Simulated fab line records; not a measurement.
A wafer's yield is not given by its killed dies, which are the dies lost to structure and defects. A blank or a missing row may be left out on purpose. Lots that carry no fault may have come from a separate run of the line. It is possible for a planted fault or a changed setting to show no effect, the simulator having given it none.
Which tool did it? || flow sky130 || 13 lots with 39 wafers sampled at 4 steps, on a route of 708 steps

WHAT EACH GAUGE READ, for each wafer
SKY_VT_ADJUST_LVTN_OVL_MEAS_18. Usual: VT_ADJUST_LVTN_01_OVL gives -0.6 nm (standard deviation 1.4).
{"lot": "L961", "measured": "day 7 17:58", "on": "overlay-02", "VT_ADJUST_LVTN_01_OVL (nm)": "-0.3 0.3 -1.6", "flag": ""}
{"lot": "L962", "measured": "day 8 01:23", "on": "overlay-01", "VT_ADJUST_LVTN_01_OVL (nm)": "0.7 0.3 0.5", "flag": ""}
{"lot": "L964", "measured": "day 8 14:44", "on": "overlay-02", "VT_ADJUST_LVTN_01_OVL (nm)": "0.3 -1.9 -3.2", "flag": ""}
{"lot": "L965", "measured": "day 8 19:44", "on": "overlay-01", "VT_ADJUST_LVTN_01_OVL (nm)": "-3.2 -1.8 -1.0", "flag": ""}
{"lot": "L967", "measured": "day 9 09:25", "on": "overlay-02", "VT_ADJUST_LVTN_01_OVL (nm)": "-1.3 0.2 0.9", "flag": ""}
{"lot": "L969", "measured": "day 10 00:11", "on": "overlay-01", "VT_ADJUST_LVTN_01_OVL (nm)": "-1.6 -0.1 -0.9", "flag": ""}
{"lot": "L971", "measured": "day 10 11:49", "on": "overlay-02", "VT_ADJUST_LVTN_01_OVL (nm)": "-1.3 -3.7 -1.4", "flag": ""}
{"lot": "L973", "measured": "day 10 23:52", "on": "overlay-01", "VT_ADJUST_LVTN_01_OVL (nm)": "2.8 -0.8 0.3", "flag": ""}
{"lot": "L974", "measured": "day 11 09:17", "on": "overlay-02", "VT_ADJUST_LVTN_01_OVL (nm)": "-0.1 0.1 -2.5", "flag": ""}
{"lot": "L976", "measured": "day 11 20:22", "on": "overlay-01", "VT_ADJUST_LVTN_01_OVL (nm)": "-2.6 -1.2 -2.6", "flag": ""}
{"lot": "L982", "measured": "day 13 16:49", "on": "overlay-01", "VT_ADJUST_LVTN_01_OVL (nm)": "0.9 -0.6 -0.4", "flag": ""}
{"lot": "L983", "measured": "day 14 00:18", "on": "overlay-01", "VT_ADJUST_LVTN_01_OVL (nm)": "1.7 -0.5 -0.6", "flag": ""}
{"lot": "L984", "measured": "day 14 04:22", "on": "overlay-02", "VT_ADJUST_LVTN_01_OVL (nm)": "-1.1 -2.1 -2.7", "flag": ""}

SKY_SONOS_ONO_CD_MEAS_13: the cd target is 410 nm. Usual: cdNm at 410.2 nm, with a standard deviation of 2.2.
{"lot": "L961", "measured": "day 12 12:37", "on": "cdSem-01", "cdNm (nm)": "414.4 414.4 412.6", "flag": ""}
{"lot": "L962", "measured": "day 12 21:17", "on": "cdSem-01", "cdNm (nm)": "409.6 410.6 410.0", "flag": ""}
{"lot": "L964", "measured": "day 13 17:07", "on": "cdSem-02", "cdNm (nm)": "411.5 411.4 412.7", "flag": ""}
{"lot": "L965", "measured": "day 14 03:41", "on": "cdSem-01", "cdNm (nm)": "413.1 411.1 412.8", "flag": ""}
{"lot": "L967", "measured": "day 14 16:20", "on": "cdSem-02", "cdNm (nm)": "408.8 410.4 411.7", "flag": ""}
{"lot": "L969", "measured": "day 15 08:35", "on": "cdSem-02", "cdNm (nm)": "409.9 409.7 408.6", "flag": ""}
{"lot": "L971", "measured": "day 15 23:01", "on": "cdSem-02", "cdNm (nm)": "407.8 409.6 409.6", "flag": ""}
{"lot": "L973", "measured": "day 16 20:58", "on": "cdSem-02", "cdNm (nm)": "411.1 412.3 412.6", "flag": ""}
{"lot": "L974", "measured": "day 17 08:01", "on": "cdSem-01", "cdNm (nm)": "407.4 411.2 409.2", "flag": ""}
{"lot": "L976", "measured": "day 17 16:02", "on": "cdSem-02", "cdNm (nm)": "409.3 409.2 411.5", "flag": ""}
{"lot": "L982", "measured": "day 20 00:56", "on": "cdSem-01", "cdNm (nm)": "409.8 408.8 411.3", "flag": ""}
{"lot": "L983", "measured": "day 20 07:38", "on": "cdSem-02", "cdNm (nm)": "410.7 410.6 410.8", "flag": ""}
{"lot": "L984", "measured": "day 20 07:56", "on": "cdSem-01", "cdNm (nm)": "409.5 410.1 410.4", "flag": ""}

SKY_LDD_N_OVL_MEAS_07. Usual: LDD_N_OVL gives -0.2 nm (standard deviation 1.4).
{"lot": "L961", "measured": "day 18 01:34", "on": "overlay-01", "LDD_N_OVL (nm)": "2.4 0.0 -0.4", "flag": ""}
{"lot": "L962", "measured": "day 18 01:13", "on": "overlay-02", "LDD_N_OVL (nm)": "2.4 1.3 0.7", "flag": ""}
{"lot": "L964", "measured": "day 18 20:29", "on": "overlay-01", "LDD_N_OVL (nm)": "-1.7 -1.4 -0.7", "flag": ""}
{"lot": "L965", "measured": "day 19 12:56", "on": "overlay-01", "LDD_N_OVL (nm)": "-1.9 -0.2 -0.1", "flag": ""}
{"lot": "L967", "measured": "day 20 03:53", "on": "overlay-01", "LDD_N_OVL (nm)": "2.1 0.8 1.2", "flag": ""}
{"lot": "L969", "measured": "day 20 19:10", "on": "overlay-01", "LDD_N_OVL (nm)": "1.3 0.2 -1.5", "flag": ""}
{"lot": "L971", "measured": "day 21 09:47", "on": "overlay-01", "LDD_N_OVL (nm)": "1.7 -0.6 -1.5", "flag": ""}
{"lot": "L973", "measured": "day 22 08:41", "on": "overlay-02", "LDD_N_OVL (nm)": "-0.6 1.3 0.7", "flag": ""}
{"lot": "L974", "measured": "day 23 05:25", "on": "overlay-01", "LDD_N_OVL (nm)": "-3.1 1.2 -1.8", "flag": ""}
{"lot": "L976", "measured": "day 23 02:41", "on": "overlay-02", "LDD_N_OVL (nm)": "-1.0 1.2 -1.1", "flag": ""}
{"lot": "L982", "measured": "day 25 11:49", "on": "overlay-02", "LDD_N_OVL (nm)": "-3.2 -2.5 -2.8", "flag": ""}
{"lot": "L983", "measured": "day 25 18:08", "on": "overlay-01", "LDD_N_OVL (nm)": "-1.9 1.0 -0.6", "flag": ""}
{"lot": "L984", "measured": "day 25 17:14", "on": "overlay-02", "LDD_N_OVL (nm)": "-0.1 0.2 0.7", "flag": ""}

TOOL THAT RAN EACH LOT (tool first, then ch and the chambers of the sampled wafers, then the start)
{"lot": "L961", "SKY_VT_ADJUST_HVTR_EXPOSE_04": "ilineStepper-02 ch 0, day 8 23:37"}
{"lot": "L962", "SKY_VT_ADJUST_HVTR_EXPOSE_04": "ilineStepper-02 ch 0, day 9 08:49"}
{"lot": "L964", "SKY_VT_ADJUST_HVTR_EXPOSE_04": "ilineStepper-01 ch 0, day 9 23:08"}
{"lot": "L965", "SKY_VT_ADJUST_HVTR_EXPOSE_04": "ilineStepper-02 ch 0, day 10 04:47"}
{"lot": "L967", "SKY_VT_ADJUST_HVTR_EXPOSE_04": "ilineStepper-02 ch 0, day 10 19:05"}
{"lot": "L969", "SKY_VT_ADJUST_HVTR_EXPOSE_04": "ilineStepper-02 ch 0, day 11 11:26"}
{"lot": "L971", "SKY_VT_ADJUST_HVTR_EXPOSE_04": "ilineStepper-01 ch 0, day 11 23:14"}
{"lot": "L973", "SKY_VT_ADJUST_HVTR_EXPOSE_04": "ilineStepper-02 ch 0, day 12 12:58"}
{"lot": "L974", "SKY_VT_ADJUST_HVTR_EXPOSE_04": "ilineStepper-02 ch 0, day 12 22:17"}
{"lot": "L976", "SKY_VT_ADJUST_HVTR_EXPOSE_04": "ilineStepper-01 ch 0, day 13 10:01"}
{"lot": "L982", "SKY_VT_ADJUST_HVTR_EXPOSE_04": "ilineStepper-02 ch 0, day 15 09:18"}
{"lot": "L983", "SKY_VT_ADJUST_HVTR_EXPOSE_04": "ilineStepper-01 ch 0, day 15 16:35"}
{"lot": "L984", "SKY_VT_ADJUST_HVTR_EXPOSE_04": "ilineStepper-01 ch 0, day 15 19:14"}
- SKY_VT_ADJUST_HVTR_EXPOSE_04: exposes mask HVTRM, target cd 380 nm.

AS READ BY THE TOOLS THEMSELVES (means over the sampled wafers that have a number; for cases with no such wafer, the mark the record gives instead)
SKY_VT_ADJUST_HVTR_EXPOSE_04. Usual: exposureDoseMJCm2 at 149.91, with a standard deviation of 0.15.
{"lot": "L961", "tool": "ilineStepper-02", "exposureDoseMJCm2": 149.84, "flag": ""}
{"lot": "L962", "tool": "ilineStepper-02", "exposureDoseMJCm2": 149.90, "flag": ""}
{"lot": "L964", "tool": "ilineStepper-01", "exposureDoseMJCm2": 149.94, "flag": ""}
{"lot": "L965", "tool": "ilineStepper-02", "exposureDoseMJCm2": 150.11, "flag": ""}
{"lot": "L967", "tool": "ilineStepper-02", "exposureDoseMJCm2": 149.99, "flag": ""}
{"lot": "L969", "tool": "ilineStepper-02", "exposureDoseMJCm2": 150.20, "flag": ""}
{"lot": "L971", "tool": "ilineStepper-01", "exposureDoseMJCm2": 149.80, "flag": ""}
{"lot": "L973", "tool": "ilineStepper-02", "exposureDoseMJCm2": 149.78, "flag": ""}
{"lot": "L974", "tool": "ilineStepper-02", "exposureDoseMJCm2": 149.68, "flag": ""}
{"lot": "L976", "tool": "ilineStepper-01", "exposureDoseMJCm2": 149.81, "flag": ""}
{"lot": "L982", "tool": "ilineStepper-02", "exposureDoseMJCm2": 150.62, "flag": "OFF"}
{"lot": "L983", "tool": "ilineStepper-01", "exposureDoseMJCm2": 150.02, "flag": ""}
{"lot": "L984", "tool": "ilineStepper-01", "exposureDoseMJCm2": 150.05, "flag": ""}

THE ANSWER, worked out from the rows above alone
Rule: take the mean of a lot's wafers that have a number; if it is more than 3 standard deviations from the usual mean, the lot is off. Also off: a lot with no number at a reading for which 4 or more lots have one. Any other lot the step has rows for is counted as sound. First the gauges in route order, then the tools' own readings, where a lot's mean is used as printed above. The first step at which some lot is off is used, and at that step the reading that is off furthest; a lot without a number counts as furthest.
Off: L982, at SKY_VT_ADJUST_HVTR_EXPOSE_04 (exposureDoseMJCm2).
A tool fits if, at that step or a process step before it, it ran every lot that is off, and no sound lot after the first of them. One candidate fits, namely ilineStepper-02 at SKY_VT_ADJUST_HVTR_EXPOSE_04. Its last sound lot is L974 (day 12 22:17), its first lot that is off L982 (day 15 09:18): a fault that began between those two fits.

WHAT THE SIMULATOR HAD PUT IN
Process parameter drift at SKY_VT_ADJUST_HVTR_EXPOSE_04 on ilineStepper-02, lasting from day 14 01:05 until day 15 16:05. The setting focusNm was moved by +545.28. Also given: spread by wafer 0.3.
Lots struck among those shown: L982. The rule above found the same.
